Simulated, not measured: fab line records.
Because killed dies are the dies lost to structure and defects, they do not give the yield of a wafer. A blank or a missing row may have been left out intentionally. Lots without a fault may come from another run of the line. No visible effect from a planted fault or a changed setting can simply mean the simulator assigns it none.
Which tool did it? ; flow gf180mcu ; 12 lots (36 wafers sampled), 1 step of a 602-step route

WHAT EACH GAUGE READ, for each wafer
GF_STI_CD_MEAS_12 targets a cd of 220 nm.
lot;measured;on;cd-nm (nm)
L075;day 2 06:10;cd-sem-02;219.7 220.7 220.4
L077;day 2 17:13;cd-sem-01;216.2 217.6 217.1
L079;day 3 02:37;cd-sem-02;219.3 221.0 221.4
L081;day 3 17:13;cd-sem-02;218.5 220.3 220.0
L083;day 4 02:28;cd-sem-02;219.3 219.3 219.8
L085;day 4 09:17;cd-sem-01;220.1 218.8 218.5
L087;day 4 20:13;cd-sem-01;219.4 219.3 219.3
L089;day 5 06:23;cd-sem-01;218.3 219.2 218.1
L091;day 5 17:24;cd-sem-01;221.5 220.6 221.5
L093;day 6 03:12;cd-sem-02;220.4 220.0 220.6
L095;day 6 13:38;cd-sem-01;221.8 219.9 221.0
L097;day 7 02:53;cd-sem-01;220.6 220.7 220.1

TOOL THAT RAN EACH LOT (tool first, then ch and the chambers of the sampled wafers, then the start)
No process step before these readings appears in the record.

THE ANSWER, worked out from the rows above alone
Rule: the lots themselves supply what counts as usual. The widest of any qualifying gaps counts: lots, ordered by their means at a reading, are off when they make up no more than a third of the lots, leave a main group of 4 or more, and stand apart from it by 3 or more times the standard deviation of that group's means. A main group is skipped when, at the precision printed for the reading in the tables above, its means are all equal. Also off: a lot with no number at a reading for which 4 or more lots have one. Where the step has rows for the other lots, those lots are counted as sound.
Nothing can be told from this: no lot is off at any reading shown.

WHAT THE SIMULATOR HAD PUT IN
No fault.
